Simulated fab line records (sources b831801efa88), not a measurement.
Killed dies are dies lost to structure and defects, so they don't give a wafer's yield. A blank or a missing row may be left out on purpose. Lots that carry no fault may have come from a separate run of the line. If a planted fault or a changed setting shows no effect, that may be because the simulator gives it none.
The same fault as seen by 2 desks | flow gf180mcu | each desk has only its own numbers; what lay behind them comes last

METROLOGY DESK
Lot by lot, what the gauges showed, no matter which tool ran the lot: averages of those sampled wafers that carry a number. If a lot's mean is further than 4 standard deviations from the usual mean, the lot is out of limits and carries the mark OUT (the distance appears in the brackets).
Columns: A = VT_IMPLANT_OVL at GF_VT_IMPLANT_OVL_MEAS_07, usual 0.3 nm; B = VT_IMPLANT_03_OVL at GF_VT_IMPLANT_OVL_MEAS_40, usual 0.1 nm; C = VT_IMPLANT_4_TW at GF_VT_IMPLANT_TW_MEAS_43, usual 692; D = MVPSD_RS at GF_VT_IMPLANT_RS_MEAS_49, usual 1167 ohm/sq
lot  | first seen here | A    | B    | C                    | D
L758 | day 5 16:16     | -0.7 | 1.8  | 691                  | 1164
L760 | day 6 01:43     | -0.7 | 1.8  | 692                  | 1166
L762 | day 6 14:28     | -0.1 | -0.8 | 696                  | 1164
L763 | day 7 02:46     | 1.5  | 0.9  | 691                  | 1166
L764 | day 7 05:53     | -0.6 | -0.5 | 691                  | 1169
L767 | day 8 02:05     | -0.0 | -1.2 | 687                  | 1165
L769 | day 8 14:04     | 0.2  | -    | 30 (-99 or more) OUT | -
L770 | day 8 21:14     | -0.6 | 0.9  | 696                  | 1167
L771 | day 9 00:15     | 1.2  | -    | 30 (-99 or more) OUT | -
L775 | day 10 00:30    | -0.8 | -1.4 | 693                  | 1172
L778 | day 10 19:37    | 1.0  | -1.2 | 696                  | 1167
L780 | day 11 09:09    | 0.6  | 2.9  | 690                  | 1165
L781 | day 11 13:41    | 1.0  | 0.4  | 693                  | 1164
This desk's finding: out of limits on L769, L771; first on L769, day 10 19:13 (VT_IMPLANT_4_TW at GF_VT_IMPLANT_TW_MEAS_43). L758, L760, L762, L763, L764, L767, L770, L775, L778, L780, L781 stayed within limits.

THE TOOL OWNER'S DESK: litho-track-02
The tool's own readings at GF_VT_IMPLANT_DEVELOP_39 (develop time 60 s): means of the sampled wafers that have a number, for each lot that ran on this tool. If a lot's mean is further than 4 standard deviations from the usual mean, the lot is out of limits and carries the mark OUT (the distance appears in the brackets).
Columns: A = developer-temp-C at GF_VT_IMPLANT_DEVELOP_39, usual 22.97 C
lot  | first seen here | A
L760 | day 8 00:20     | 22.96
L767 | day 10 06:37    | 23.00
L769 | day 10 18:47    | 23.02
L771 | day 11 06:32    | 22.89
This desk found nothing out of limits on any of the 4 lots.

ALL TOGETHER
On L769, L771, the metrology desk was in a position to raise an alarm at day 10 19:13.
The tool owner's desk saw nothing out of limits.
The tool owner's desk has L769, L771 on record, within its limits.
Of the lots named, all ran GF_VT_IMPLANT_DEVELOP_39 on litho-track-02.

WHAT THE SIMULATOR HAD INSERTED
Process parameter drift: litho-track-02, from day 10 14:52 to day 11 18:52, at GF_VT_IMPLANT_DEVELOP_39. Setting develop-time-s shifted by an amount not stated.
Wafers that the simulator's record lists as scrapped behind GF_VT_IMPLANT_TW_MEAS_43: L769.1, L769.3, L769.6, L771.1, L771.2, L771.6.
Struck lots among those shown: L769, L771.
Hours from the fault's start to each desk's first reading out of limits: the metrology desk, 4.
